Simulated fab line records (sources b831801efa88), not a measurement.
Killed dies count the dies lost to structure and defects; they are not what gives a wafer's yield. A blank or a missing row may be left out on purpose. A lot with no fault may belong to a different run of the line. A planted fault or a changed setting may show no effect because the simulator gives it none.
fab line records ; flow sky130
[record] lots = 5; wafers = 14; last_day = 49
route steps=708 shown VIA3@588 METAL4@598 CAP2M@603 PAD_OPEN@708
lots with no fault: from the same line, run without faults
start_h: the number of hours between the record's first day and the start of the first shown wafer of the lot ; wait_h: time in hours since the lot's previous step ; " same as the row above ; L1.1+2: one row covering several wafers at once ; - no value, or no start given ; * or withheld: withheld ; < > ~ a bound
route shown NAME@n: NAME is a module with steps in the file, n the number in the route of the first one ; usual: average and standard deviation across the fault-free wafers ; same: alike in all rows ; chamber/n: place in a boat ; sites: the reading at each site ; _std_site: standard deviation across them ; _edge_site: outer sites' mean less inner sites' ; radius_mm: for every site, how far away it sits from the centre of the wafer ; mask NAME#n: copy n ; behind: the most recent tool/chamber to have shaped the wafer ; hold: reason for holding the lot/hours on hold/outcome of the hold ; device: transistor that didn't switch, given as n, p or np ; end of line: the tests these same wafers got at the end of their route ; a step without rows: its recipe alone ; killed: count of dies lost to structure and defects at first sort (not the wafer's yield) ; map: a wafer's dies, x killed, . not, _ none there
set.NAME: the setting as run; set.NAME@STEP: as run at that earlier step ; model.NAME: the simulator's own value behind a step, which no gauge read
a table for each step, a row for each wafer; lots at some steps of the route
services: a tool's chamber out of use, with start hour (start_h, from the record's first day; less than 0 if before it), hours out, and reason
[[steps]]
[step SKY_VIA3_ETCH_15]
[recipe] target = SiO2; chemistry = C4F8/O2/Ar; target_depth_nm = 507; stop_on = TiN; mask_material = KrF-thick; source_w = 1500; bias_w = 1200; pressure_mtorr = 40; c4f8_flow_sccm = withheld; O2_flow_sccm = 6; Ar_flow_sccm = 300; time_s = 78
[step SKY_VIA3_STRIP_16]
[recipe] chemistry = O2/N2; power_w = 1400; pressure_mtorr = 1500; platen_temp_c = withheld; o2_flow_sccm = 3000; n2_flow_sccm = 300; overash_fraction = 0.5
[step SKY_VIA3_STRIP_17]
[recipe] chemistry = post_etch_residue_remover; time_s = 1200; temp_c = 72.5
[step SKY_VIA3_CLEAN_18]
[recipe] chemistry = IPA; time_s = 180; temp_c = 25
[step SKY_VIA3_CLEAN_19]
[recipe] chemistry = O3/DIW; dry = n2_spin
[step SKY_VIA3_SPUTTER_20]
[recipe] material = TiN; target_thk_nm = 20; chamber_pressure_pa = 5; power_w = 4000; time_s = 80
[step SKY_VIA3_CVD_21]
[recipe] material = W; target_thk_nm = 390; time_s = 117.31; temp_c = 400; pressure_torr = 40
[step SKY_VIA3_CMP_24]
[recipe] stop_on = SiO2; t_overpolish_s = 20; down_force_psi = 3.5; platen_rpm = 60; target_thk_nm = 0; pad_velocity_m_s = 0.94248
[step SKY_METAL4_SPUTTER_00]
[recipe] material = Ti; target_thk_nm = 15; power_w = 3000; time_s = 10; chamber_pressure_pa = 0.4
[step SKY_METAL4_SPUTTER_01]
[recipe] material = TiN; target_thk_nm = 20; power_w = 6500; time_s = 16.7; chamber_pressure_pa = 0.4
[step SKY_METAL4_SPUTTER_02]
[recipe] material = AlCu; target_thk_nm = 735; power_w = 10600; time_s = 39.1; chamber_pressure_pa = 0.4
[usual] throttle_valve_pct = 30.1/0.72
lot.wafer;tool;chamber;start_h;wait_h;throttle_valve_pct;model.AlCu_of_METAL4_SPUTTER_02.thk_nm
L475.1;pvd_sputter-03;-;986.94;0.0;30.6;730.8
L475.4;pvd_sputter-03;-;986.94;0.0;30.2;739.1
L475.6;pvd_sputter-03;-;986.94;0.0;29.7;735.7
L478.3;pvd_sputter-01;-;987.11;0.0;28.8;720.6
L478.5;pvd_sputter-01;-;987.11;0.0;30.9;724.4
L478.6;pvd_sputter-01;-;987.11;0.0;28.7;726.6
L484.1;pvd_sputter-03;-;1020.30;0.0;30.0;852.1
L484.2;pvd_sputter-03;-;1020.30;0.0;30.8;727.1
L484.4;pvd_sputter-03;-;1020.30;0.0;30.7;851.1
L486.2;pvd_sputter-03;-;1038.15;0.0;30.7;737.4
L486.4;pvd_sputter-03;-;1038.15;0.0;29.9;854.2
L487.2;pvd_sputter-03;-;1042.37;0.0;30.3;737.7
L487.3;pvd_sputter-03;-;1042.37;0.0;30.0;745
L487.4;pvd_sputter-03;-;1042.37;0.0;30.6;857.9
[step SKY_METAL4_SPUTTER_03]
[recipe] material = Ti; target_thk_nm = 5; power_w = 3000; time_s = 3.3; chamber_pressure_pa = 0.4
[step SKY_METAL4_SPUTTER_04]
[recipe] material = TiN; target_thk_nm = 70; power_w = 6500; time_s = 58.3; chamber_pressure_pa = 0.4
[step SKY_CAP2M_CVD_00]
[recipe] material = SiO2; target_thk_nm = 15.5; temp_c = 400; time_s = withheld; rf_w = 450
[step SKY_CAP2M_SPUTTER_02]
[recipe] material = TiN; target_thk_nm = 200; temp_c = 300; power_w = 6500; time_s = 166.7; chamber_pressure_pa = 0.4
[step SKY_CAP2M_DEHYDRATE_05]
[recipe] temp_c = 200; time_s = 60
[step SKY_CAP2M_HMDS_06]
[recipe] prime_time_s = 60; prime_temp_c = 120
[step SKY_CAP2M_COAT_07]
[recipe] resist = NOVOLAK; spin_rpm = 3000; resist_thk_nm = 1140
[step SKY_CAP2M_SOFTBAKE_08]
[recipe] temp_c = 90; time_s = 60; resist = NOVOLAK
[step SKY_CAP2M_EXPOSE_09]
[recipe] mask_id = CAP2M; na = 0.6; source_shape = conventional; sigma_outer = 0.6; polarization = unpolarized; target_cd_nm = 1000; dose_mj = 159
[step SKY_CAP2M_PEB_10]
[recipe] temp_c = withheld; time_s = *; resist = NOVOLAK
[step SKY_CAP2M_DEVELOP_11]
[recipe] resist = NOVOLAK; developer = TMAH; develop_time_s = 60; dev_temp_c = 23
[step SKY_CAP2M_METAL_ETCH_13]
[recipe] target_depth_nm = 220; stop_on = SiO2; chemistry = Cl2/BCl3; target = TiN; pressure_mtorr = 10; icp_w = 900; bias_w = 48.5; Cl2_flow_sccm = 60; bcl3_flow_sccm = 30; time_s = 62.9
[step SKY_CAP2M_STRIP_14]
[recipe] chemistry = O2/N2; power_w = 1400; pressure_mtorr = 1500; platen_temp_c = withheld; o2_flow_sccm = 3000; n2_flow_sccm = 300; overash_fraction = 0.5
[step SKY_CAP2M_STRIP_15]
[recipe] chemistry = post_etch_residue_remover; time_s = 1200; temp_c = 72.5
[step SKY_CAP2M_CLEAN_16]
[recipe] chemistry = IPA; time_s = 180; temp_c = 25
[step SKY_CAP2M_CLEAN_17]
[recipe] chemistry = O3/DIW; dry = n2_spin
[step SKY_METAL4_DEHYDRATE_05]
[recipe] temp_c = 200; time_s = 60
[step SKY_METAL4_HMDS_06]
[recipe] prime_time_s = 60; prime_temp_c = 120
[step SKY_METAL4_COAT_07]
[recipe] resist = BARC; temp_c = withheld; time_s = withheld; spin_rpm = 3000; resist_thk_nm = 60
[step SKY_METAL4_COAT_08]
[recipe] resist = KrF-thick; spin_rpm = 3000; resist_thk_nm = 1140
[step SKY_METAL4_SOFTBAKE_09]
[recipe] temp_c = 100; time_s = 90; resist = KrF-thick
[step SKY_METAL4_EXPOSE_10]
[recipe] mask_id = MM4; na = 0.68; source_shape = annular; sigma_inner = 0.4; sigma_outer = 0.8; target_cd_nm = 300; dose_mj = 28
[step SKY_METAL4_PEB_11]
[recipe] peb_temp_c = withheld; peb_time_s = withheld; resist = KrF-thick
[step SKY_METAL4_DEVELOP_12]
[recipe] develop_time_s = 60; resist = KrF-thick; dev_temp_c = 21
[step SKY_METAL4_METAL_ETCH_18]
[recipe] target_depth_a = 8450; stop_on = SiO2; over_etch_frac = 0.3; time_s = 183.1; chemistry = Cl2/BCl3; resist_sidewall_deg = 88; pressure_mtorr = 10; icp_w = 900; bias_w = 48.5; Cl2_flow_sccm = 60; bcl3_flow_sccm = 30
[usual] bias_w = 48.50/0.15; drypump_motor_current_A = 5.98/0.3; oes_product_au = 0.865/0.0063; throttle_valve_pct = 22.264/0.0093
lot.wafer;tool;chamber;start_h;wait_h;bias_w;drypump_motor_current_A;oes_product_au;rf_hours_counter_h;throttle_valve_pct
L475.1;rie_metal-04;0;1033.05;0.0;48.45;5.41;0.869;11;22.286
L475.4;rie_metal-04;0;1033.05;0.0;48.42;5.42;0.870;-;22.255
L475.6;rie_metal-04;1;1033.05;0.0;48.51;6.31;0.863;-;22.251
L478.3;rie_metal-04;0;1034.74;0.1;48.46;5.39;0.856;-;22.274
L478.5;rie_metal-04;1;1034.74;0.1;48.79;6.34;0.863;-;22.268
L478.6;rie_metal-04;0;1034.74;0.1;48.45;5.40;0.872;-;22.255
L484.1;rie_metal-04;0;1064.58;0.0;48.75;5.40;0.931;13;22.259
L484.2;rie_metal-04;1;1064.58;0.0;48.76;6.34;0.861;15;22.267
L484.4;rie_metal-04;1;1064.58;0.0;48.61;6.34;0.936;-;22.273
L486.2;rie_metal-01;0;1081.73;0.0;48.66;6.21;0.863;13;22.251
L486.4;rie_metal-01;0;1081.73;0.0;48.37;6.20;0.934;-;22.279
L487.2;rie_metal-01;1;1085.90;0.0;48.28;6.03;0.866;22;22.275
L487.3;rie_metal-01;0;1085.90;0.0;48.44;6.22;0.870;-;22.272
L487.4;rie_metal-01;1;1085.90;0.0;48.33;6.05;0.930;-;22.265
[step SKY_PAD_OPEN_PROBE_99]
[usual] defect_limited_yield = 82.2/1.9; killed_at_M0_to_M3 = 43/6.5; killed_at_M4_up = 3.5/1.9; killed_at_contacts = 24/5.4; killed_at_front_end = 16/4.8; killed_at_other = 0.4/0.64; killed_dies = 87/9.4; killed_open = 47/7; killed_short = 40/6.3; sort_bin_3_pad_short = 0.9/0.4; sort_bin_5_function = 10.5/1.4; sort_bin_6_memory = 6.3/1.1; sort_n_pass = 405/9.4; sort_yield_pct = 82.2/1.9
[same] gross_dies = 492; killed_at_back_side = 0; sort_bin_4_leakage[%] = 0; sort_bin_8_speed[%] = 0
lot.wafer;tool;chamber;start_h;wait_h;defect_limited_yield[%];killed_at_M0_to_M3;killed_at_M4_up;killed_at_contacts;killed_at_front_end;killed_at_other;killed_dies;killed_open;killed_short;sort_bin_3_pad_short[%];sort_bin_5_function[%];sort_bin_6_memory[%];sort_n_pass;sort_yield_pct[%];model.etest.met4.line_ohm_um;model.etest.met4.rs_ohm_sq
L475.1;prober-02;-;1124.14;0.1;85.0;39;2;23;10;0;74;44;30;0.8;8.9;5.3;418;85.0;0.1437;0.04282
L475.4;prober-02;-;1124.29;0.2;81.7;54;5;24;7;0;90;47;43;0.6;10.8;6.9;402;81.7;0.1418;0.04229
L475.6;prober-02;-;1124.39;0.2;81.5;49;3;25;14;0;91;56;35;1.2;10.0;7.3;401;81.5;0.1435;0.04254
L478.3;prober-01;-;1124.61;0.2;81.9;46;3;27;11;2;89;49;40;0.8;12.0;5.3;403;81.9;0.1485;0.04408
L478.5;prober-01;-;1124.71;0.2;81.1;48;1;32;12;0;93;49;44;0.4;11.6;6.9;399;81.1;0.1457;0.04329
L478.6;prober-01;-;1124.76;0.2;84.3;41;4;25;7;0;77;44;33;0.6;9.3;5.7;415;84.3;0.1448;0.04328
L484.1;prober-02;-;1150.66;0.1;79.9;50;3;18;28;0;99;55;44;1.0;12.2;6.9;393;79.9;0.1259;0.03698
L484.2;prober-02;-;1150.71;0.1;81.9;47;6;21;15;0;89;46;43;0.8;11.0;6.3;403;81.9;0.1449;0.04306
L484.4;prober-02;-;1150.81;0.2;79.7;43;4;29;22;2;100;49;51;0.8;10.4;9.1;392;79.7;0.1231;0.03703
L486.2;prober-02;-;1165.15;0.1;80.7;45;3;23;24;0;95;44;51;0.4;10.6;8.3;397;80.7;0.1407;0.04278
L486.4;prober-02;-;1165.25;0.2;82.7;46;2;25;12;0;85;50;35;0.8;11.2;5.3;407;82.7;0.1214;0.03715
L487.2;prober-01;-;1168.36;0.1;83.3;38;4;23;17;0;82;47;34;0.8;9.6;6.3;410;83.3;0.1386;0.04217
L487.3;prober-01;-;1168.41;0.2;86.0;42;3;15;9;0;69;35;34;0.8;8.1;5.1;423;86.0;0.1388;0.04189
L487.4;prober-01;-;1168.46;0.2;83.9;43;3;20;13;0;79;46;31;1.2;8.3;6.5;413;83.9;0.1211;0.03625
// killed by level:class
L475.1 VIA1:geometric_particle:open=10 CONTACT:geometric_particle:open=10 VIA2:geometric_particle:open=7 METAL3:geometric_particle:short=5 LOCAL_INTERCONNECT:geometric_particle:short=5 VIA3:geometric_particle:open=4 SPACER:geometric_particle:open=3 LI_CONTACT:geometric_particle:open=3
L475.4 VIA1:geometric_particle:open=10 METAL2:geometric_particle:short=9 LI_CONTACT:geometric_particle:open=8 LOCAL_INTERCONNECT:geometric_particle:short=8 VIA3:geometric_particle:short=8 VIA2:geometric_particle:open=7 CONTACT:geometric_particle:open=7 VIA3:geometric_particle:open=7
L475.6 VIA1:geometric_particle:open=14 LI_CONTACT:geometric_particle:open=10 VIA2:geometric_particle:open=8 CONTACT:geometric_particle:open=8 VIA1:geometric_particle:short=6 VIA2:geometric_particle:short=5 FIELD_ISO:geometric_particle:short=4 POLY_GATE:geometric_particle:open=4
L478.3 CONTACT:geometric_particle:open=11 VIA1:geometric_particle:open=9 LI_CONTACT:geometric_particle:open=7 METAL1:geometric_particle:short=7 METAL2:geometric_particle:short=7 VIA3:geometric_particle:open=7 POLY_GATE:geometric_particle:open=4 LOCAL_INTERCONNECT:geometric_particle:short=4
L478.5 VIA1:geometric_particle:open=13 CONTACT:geometric_particle:open=10 LI_CONTACT:geometric_particle:open=9 VIA1:geometric_particle:short=9 VIA3:geometric_particle:open=7 CONTACT:geometric_particle:short=6 POLY_GATE:geometric_particle:short=5 METAL2:geometric_particle:short=5
L478.6 CONTACT:geometric_particle:open=12 VIA1:geometric_particle:open=11 VIA2:geometric_particle:open=7 METAL1:geometric_particle:short=6 LI_CONTACT:geometric_particle:open=5 CONTACT:geometric_particle:short=4 VIA1:geometric_particle:short=4 METAL2:geometric_particle:short=4
L484.1 VIA1:geometric_particle:open=12 FIELD_ISO:geometric_particle:short=11 LI_CONTACT:geometric_particle:open=7 VIA1:geometric_particle:short=7 VIA2:geometric_particle:open=7 METAL1:geometric_particle:short=6 VIA3:geometric_particle:open=6 FIELD_ISO:geometric_particle:open=5
L484.2 VIA1:geometric_particle:open=13 CONTACT:geometric_particle:open=9 METAL1:geometric_particle:short=8 VIA1:geometric_particle:short=7 FIELD_ISO:geometric_particle:short=5 LI_CONTACT:geometric_particle:open=5 VIA3:geometric_particle:short=4 FIELD_ISO:geometric_particle:open=3
L484.4 VIA1:geometric_particle:open=14 LI_CONTACT:geometric_particle:open=7 CONTACT:geometric_particle:open=7 METAL1:geometric_particle:short=7 POLY_GATE:geometric_particle:short=6 FIELD_ISO:geometric_particle:open=5 CONTACT:geometric_particle:short=5 LOCAL_INTERCONNECT:geometric_particle:short=5
L486.2 VIA1:geometric_particle:open=11 CONTACT:geometric_particle:open=10 VIA3:geometric_particle:open=7 VIA2:geometric_particle:short=6 FIELD_ISO:geometric_particle:short=5 LOCAL_INTERCONNECT:geometric_particle:short=5 CONTACT:geometric_particle:short=5 VIA2:geometric_particle:open=5
L486.4 CONTACT:geometric_particle:open=10 VIA1:geometric_particle:open=10 VIA2:geometric_particle:open=7 LI_CONTACT:geometric_particle:open=6 VIA1:geometric_particle:short=6 VIA3:geometric_particle:open=6 METAL3:geometric_particle:short=5 METAL2:geometric_particle:short=4
L487.2 CONTACT:geometric_particle:open=9 VIA2:geometric_particle:open=6 VIA1:geometric_particle:open=6 LI_CONTACT:geometric_particle:open=5 POLY_GATE:geometric_particle:open=4 POLY_GATE:geometric_particle:short=4 CONTACT:geometric_particle:short=4 VIA1:geometric_particle:short=4
L487.3 VIA2:geometric_particle:open=7 CONTACT:geometric_particle:short=6 VIA3:geometric_particle:open=6 METAL3:geometric_particle:short=5 VIA1:geometric_particle:open=5 METAL2:geometric_particle:open=4 METAL2:geometric_particle:short=4 VIA3:geometric_particle:short=4
L487.4 VIA2:geometric_particle:open=11 CONTACT:geometric_particle:open=9 METAL2:geometric_particle:short=9 VIA1:geometric_particle:open=8 FIELD_ISO:geometric_particle:short=4 VIA3:geometric_particle:open=4 LI_CONTACT:geometric_particle:open=4 FIELD_ISO:geometric_particle:open=3
[[services]]
tool;chamber;start_h;hours;kind
rie_metal-01;0;975.50;15.0;repair
rie_metal-01;-;981.97;2.8;pm
pvd_sputter-03;-;994.44;5.8;repair
pvd_sputter-03;-;995.29;14.7;repair
rie_metal-04;-;1003.65;1.4;pm
[[key]]
[first_sign] step = SKY_METAL4_METAL_ETCH_18; reading = oes_product_au; direction = up; sigmas = 11; usual = 0.865; struck = 0.933
effect none on later readings
[model_effect] step = SKY_METAL4_SPUTTER_02; value = AlCu_of_METAL4_SPUTTER_02.thk_nm; without = 738.7; struck = 853.8
[model_effect] step = SKY_PAD_OPEN_PROBE_99; value = etest.met4.line_ohm_um; without = 0.1423; struck = 0.1229
met_at SKY_METAL4_SPUTTER_02
struck_wafers L484.1,L484.4,L486.4,L487.4
onset_between 986.94 1020.30
[fault] kind = process_parameter_drift; tool = pvd_sputter-03; chamber = -; onset_h = 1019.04; steps = SKY_METAL4_SPUTTER_02; channel = time_s; offset = *; shape = step; end_h = 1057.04; scope = struck_wafers_only; acts_in = *; stated = *
